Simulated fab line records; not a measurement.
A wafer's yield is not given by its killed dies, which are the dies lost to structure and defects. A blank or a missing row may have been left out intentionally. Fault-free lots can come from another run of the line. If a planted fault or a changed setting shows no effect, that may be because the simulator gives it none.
2 desks looking at one fault ; flow sky130 ; what lay behind the numbers comes last; until then each desk has only its own

METROLOGY DESK
Lot by lot, what the gauges showed, no matter which tool ran the lot: averages of those sampled wafers that carry a number. Marked OUT: a lot whose mean sits more than 4 standard deviations from the usual mean, which makes it out of limits; the brackets give that distance.
Columns: A = LDD_HVP_TW at SKY_LDD_HVP_TW_MEAS_10, usual 458; B = LDD_LDN_OVL at SKY_LDD_LDN_OVL_MEAS_07, usual 0.0 nm
lot;first seen here;A;B
L734;day 21 10:32;452;-1.4
L738;day 23 19:11;453;0.2
L743;day 25 01:56;464;-0.6
L745;day 25 19:26;460;-0.7
L754;day 28 15:26;461;-1.2
L757;day 29 17:57;454;1.0
This desk's verdict: no lot among the 6 shows anything out of limits.

AT THE TOOL OWNER'S DESK: implanter-01
The tool's own readings at SKY_LDD_LDN_IMPLANT_11, given as means over the sampled wafers that have a number, one for each lot that went through this tool. Marked OUT: a lot whose mean sits more than 4 standard deviations from the usual mean, which makes it out of limits; the brackets give that distance.
Columns: A = dose ions cm2 at SKY_LDD_LDN_IMPLANT_11, usual 1.2501e+13; B = faraday current uA at SKY_LDD_LDN_IMPLANT_11, usual 70.5; C = rotation deg at SKY_LDD_LDN_IMPLANT_11, usual 293.01 degrees
lot;first seen here;A;B;C
L738;day 25 01:02;1.2512e+13;72.1;293.06
L743;day 26 07:38;8.8717e+12 (-99 or more) OUT;48.2 (-15) OUT;293.05
L745;day 27 01:51;8.8640e+12 (-99 or more) OUT;50.0 (-14) OUT;292.99
L757;day 30 22:25;1.2515e+13;71.0;292.98
This desk's verdict: out of limits on L743, L745, starting with L743 at day 26 07:38 (dose ions cm2 at SKY_LDD_LDN_IMPLANT_11). L738, L757: within limits.

ALL TOGETHER
The tool owner's desk could have raised an alarm at day 26 07:38, on L743, L745.
The metrology desk saw nothing out of limits.
The metrology desk has L743, L745 on record, within its limits.
Of the lots named, all ran SKY_LDD_LDN_IMPLANT_11 on implanter-01.

WHAT WAS PUT IN BY THE SIMULATOR
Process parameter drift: implanter-01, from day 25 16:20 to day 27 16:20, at SKY_LDD_LDN_IMPLANT_11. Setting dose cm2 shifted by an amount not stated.
Shown lots that were struck: L743, L745.
How many hours passed from the start of the fault until each desk's first out-of-limits reading: the tool owner's desk, 15.
